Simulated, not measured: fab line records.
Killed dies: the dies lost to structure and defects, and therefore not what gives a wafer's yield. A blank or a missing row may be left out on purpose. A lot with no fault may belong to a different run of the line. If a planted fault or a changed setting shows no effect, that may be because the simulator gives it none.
Commonality check across tools    flow sky130    Sampled: 12 lots, 36 wafers

## THE REASON FOR OPENING IT
Flagged at SKY_METAL4_CD_MEAS_13: reading cd-nm, on 2 of 12 lots. No-fault wafers: 299.9 nm, standard deviation 1.6.
Rule: a lot gets a flag if all its wafers with a number sit over 4 standard deviations from that mean, or if no wafer of it has a number. All remaining lots are regarded as sound.

lot   measured      on         cd-nm (nm), wafer by wafer  flag
L976  day 41 17:20  cd-sem-02  299.6 299.3 299.7           
L977  day 41 20:20  cd-sem-02  298.3 299.5 297.6           
L978  day 42 09:35  cd-sem-01  296.2 296.3 296.8           
L979  day 42 23:09  cd-sem-02  301.4 300.8 300.3           
L982  day 43 22:23  cd-sem-01  301.2 302.5 301.3           
L985  day 44 07:02  cd-sem-01  298.0 299.7 299.4           
L986  day 44 14:48  cd-sem-02  298.9 297.8 298.9           
L993  day 47 01:55  cd-sem-02  301.6 300.8 299.2           
L995  day 47 04:22  cd-sem-02  298.0 299.0 297.8           
L996  day 47 05:04  cd-sem-01  138.4 180.0 192.7           FLAGGED
L997  day 47 11:34  cd-sem-02  210.3 236.5 64.8            FLAGGED
L999  day 47 18:39  cd-sem-01  300.4 300.4 299.5           
The numbers of the flagged lots are 170.4 nm on average: -129.4 nm against the usual, or -81 standard deviations.

## TOOL THAT RAN EACH LOT
2 process steps preceding the reading are held in the record, out of 708 steps in the route. Cell contents, in order: the tool; ch with the chambers the sampled wafers went through; the start.
lot   flag     SKY_METAL3_SPUTTER_04         SKY_METAL4_EXPOSE_10
L976           pvd-sputter-01, day 36 06:42  krf-scanner-02 ch 0, day 41 05:04
L977           pvd-sputter-02, day 36 09:25  krf-scanner-01 ch 0, day 41 08:29
L978           pvd-sputter-04, day 37 01:58  krf-scanner-02 ch 0, day 41 22:38
L979           pvd-sputter-01, day 37 15:13  krf-scanner-01 ch 0, day 42 11:55
L982           pvd-sputter-04, day 38 17:22  krf-scanner-01 ch 0, day 43 11:04
L985           pvd-sputter-02, day 39 01:42  krf-scanner-02 ch 0, day 43 20:25
L986           pvd-sputter-02, day 39 13:55  krf-scanner-01 ch 0, day 44 03:41
L993           pvd-sputter-02, day 42 09:59  krf-scanner-02 ch 0, day 46 15:47
L995           pvd-sputter-01, day 42 10:17  krf-scanner-01 ch 0, day 46 18:50
L996  FLAGGED  pvd-sputter-02, day 42 10:35  krf-scanner-01 ch 0, day 46 19:19
L997  FLAGGED  pvd-sputter-01, day 42 20:05  krf-scanner-01 ch 0, day 47 01:33
L999           pvd-sputter-04, day 43 03:05  krf-scanner-02 ch 0, day 47 08:56
What is done by these steps:
- SKY_METAL3_SPUTTER_04: material TiN, target thk 70 nm, time 58.3 s.
- SKY_METAL4_EXPOSE_10: exposes mask MM4, target cd 300 nm.
- SKY_METAL4_CD_MEAS_13: target cd 300 nm.

## FLAGGED AGAINST TOTAL, ONE TOOL AT A TIME (gauges that did the reading follow at the end)
step                   tool            lots run  flagged  share of the flagged lots  sound lots run after its first flagged lot
SKY_METAL3_SPUTTER_04  pvd-sputter-01  4         1        some                       0
SKY_METAL3_SPUTTER_04  pvd-sputter-02  5         1        some                       0
SKY_METAL3_SPUTTER_04  pvd-sputter-04  3         0        none                       -
SKY_METAL4_EXPOSE_10   krf-scanner-01  7         2        all                        0
SKY_METAL4_EXPOSE_10   krf-scanner-02  5         0        none                       -
SKY_METAL4_CD_MEAS_13  cd-sem-01       5         1        some                       1 (L999)
SKY_METAL4_CD_MEAS_13  cd-sem-02       7         1        some                       0

## THE TABLE: WHAT IT ALLOWS
1 row of the table ran every flagged lot: krf-scanner-01 at SKY_METAL4_EXPOSE_10.
- krf-scanner-01 at SKY_METAL4_EXPOSE_10 ran 7 lots, 2 of them flagged. Last sound lot L995 at day 46 18:50, first flagged lot L996 at day 46 19:19; a fault beginning in between fits.
What remains is a single tool, krf-scanner-01 at SKY_METAL4_EXPOSE_10.

## WHAT HAD BEEN PUT IN BY THE SIMULATOR
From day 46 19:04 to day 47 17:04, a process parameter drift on krf-scanner-01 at SKY_METAL4_EXPOSE_10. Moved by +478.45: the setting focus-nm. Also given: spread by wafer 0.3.
Shown lots that were struck: L996, L997. The rule above found the same.
